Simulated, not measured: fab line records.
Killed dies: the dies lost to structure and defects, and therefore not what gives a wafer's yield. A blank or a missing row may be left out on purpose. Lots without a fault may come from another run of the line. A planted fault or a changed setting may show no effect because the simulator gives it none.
Matching of chambers -- flow sky130 -- cmp-02 running SKY_VIA2_CMP_02: 4 sister chambers
The step polishes SiO2. 7 wafers are shown with their chamber, then 8 later ones without.

EACH WAFER AND ITS CHAMBER
wafer,chamber,motor-current-A (A),edge-zone-pressure-frac
L221.1,3,12.1,1.002
L223.6,2,12.2,1.006
L229.1,2,12.0,1.005
L233.4,1,12.0,0.998
L233.5,1,12.3,0.999
L233.6,0,11.3,1.010
L242.3,0,11.8,1.002

WAFERS WITH NO CHAMBER GIVEN
wafer,motor-current-A (A),edge-zone-pressure-frac
L242.4,12.0,1.006
L242.5,11.5,1.005
L243.1,12.3,0.990
L243.2,11.7,1.009
L243.4,12.2,1.005
L244.4,12.8,1.004
L244.5,11.7,1.008
L244.6,11.9,0.998

THE CHAMBER EACH PASSED THROUGH
wafer,from the rows above,in truth
L242.4,can't be placed: 2 or 3 or 0 or 1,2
L242.5,0,0
L243.1,can't be placed: 1 or 3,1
L243.2,can't be placed: 0 or 2 or 3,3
L243.4,can't be placed: 2 or 3 or 1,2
L244.4,can't be placed: 2 or 3 or 1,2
L244.5,can't be placed: 0 or 2 or 3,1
L244.6,can't be placed: 1 or 3 or 2 or 0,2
Correct placement for 1 of the 8. Unplaceable from these rows: 7, with the true chamber sitting among the candidates in 6. 0 placed wrongly.
How it was worked out, from the rows above alone: a wafer's distance from a chamber is the root of the sum, over the readings, of the square of ((its reading less the chamber's mean) divided by the reading's scatter). The wafer belongs to the nearest chamber; if the next one is less than 2 further off, it can't be placed. A chamber's mean is the mean of its shown wafers. How the scatter is found: for the shown wafers, subtract from each reading the mean of its chamber, square and add these, divide the total by (wafers less chambers), then take the root.
